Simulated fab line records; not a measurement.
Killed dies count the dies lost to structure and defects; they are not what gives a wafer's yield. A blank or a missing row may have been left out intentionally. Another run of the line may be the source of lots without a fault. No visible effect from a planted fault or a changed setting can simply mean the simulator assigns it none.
Which tool is to blame? :: flow gf180mcu :: 6 lots with 18 wafers sampled at 2 steps, on a route of 602 steps

== WHAT EACH GAUGE READ, for each wafer ==
GF_VT_IMPLANT_RS_MEAS_46: uses a four-point probe to measure.
lot: L302
measured: day 8 09:51
on: film metro-03
MVSD_RS (ohm/sq): 456.6 455.9 455.4

lot: L306
measured: day 9 11:02
on: film metro-01
MVSD_RS (ohm/sq): 474.2 472.3 473.7

lot: L310
measured: day 10 02:00
on: film metro-02
MVSD_RS (ohm/sq): 473.5 473.4 471.9

lot: L315
measured: day 11 08:54
on: film metro-01
MVSD_RS (ohm/sq): 454.8 455.9 457.0

lot: L317
measured: day 11 23:31
on: film metro-01
MVSD_RS (ohm/sq): 457.5 457.7 457.9

lot: L322
measured: day 13 07:07
on: film metro-03
MVSD_RS (ohm/sq): 455.8 456.2 455.8

== EACH LOT AND THE TOOL THAT RAN IT (in order: tool; ch and the chambers of the sampled wafers; start) ==
lot: L302
GF_MVSD_IMPLANT_09: implanter-01 ch 0, day 5 05:51

lot: L306
GF_MVSD_IMPLANT_09: implanter-01 ch 0, day 6 04:34

lot: L310
GF_MVSD_IMPLANT_09: implanter-01 ch 0, day 6 17:05

lot: L315
GF_MVSD_IMPLANT_09: implanter-03 ch 0, day 7 19:31

lot: L317
GF_MVSD_IMPLANT_09: implanter-02 ch 0, day 8 07:45

lot: L322
GF_MVSD_IMPLANT_09: implanter-02 ch 0, day 9 10:22
- GF_MVSD_IMPLANT_09

== THE ANSWER, worked out from the rows above alone ==
Rule: what is usual is taken from the lots themselves. The widest of any qualifying gaps counts: lots, ordered by their means at a reading, are off when they make up no more than a third of the lots, leave a main group of 4 or more, and stand apart from it by 3 or more times the standard deviation of that group's means. The tables above print the reading to a certain number of digits; a main group whose means all agree to those digits is not used. A lot without any number at a reading at which 4 lots or more have one is off too. Any other lot the step has rows for is counted as sound.
Off: L306, L310, at GF_VT_IMPLANT_RS_MEAS_46 (MVSD_RS). Main group: mean 456.4 ohm/sq, sd 0.77.
A tool fits if, at a process step before that reading, it ran every lot that is off, and no sound lot after the first of them. The gauges at GF_VT_IMPLANT_RS_MEAS_46 are tried like those tools. One fits: GF_MVSD_IMPLANT_09 on implanter-01. Its last sound lot is L302 (day 5 05:51), its first lot that is off L306 (day 6 04:34): a fault that began between those two fits.

== WHAT THE SIMULATOR PUT IN ==
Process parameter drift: implanter-01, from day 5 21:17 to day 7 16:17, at GF_MVSD_IMPLANT_09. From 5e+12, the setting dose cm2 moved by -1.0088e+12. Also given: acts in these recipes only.
Lots struck among those shown: L306, L310. The rule above found the same.
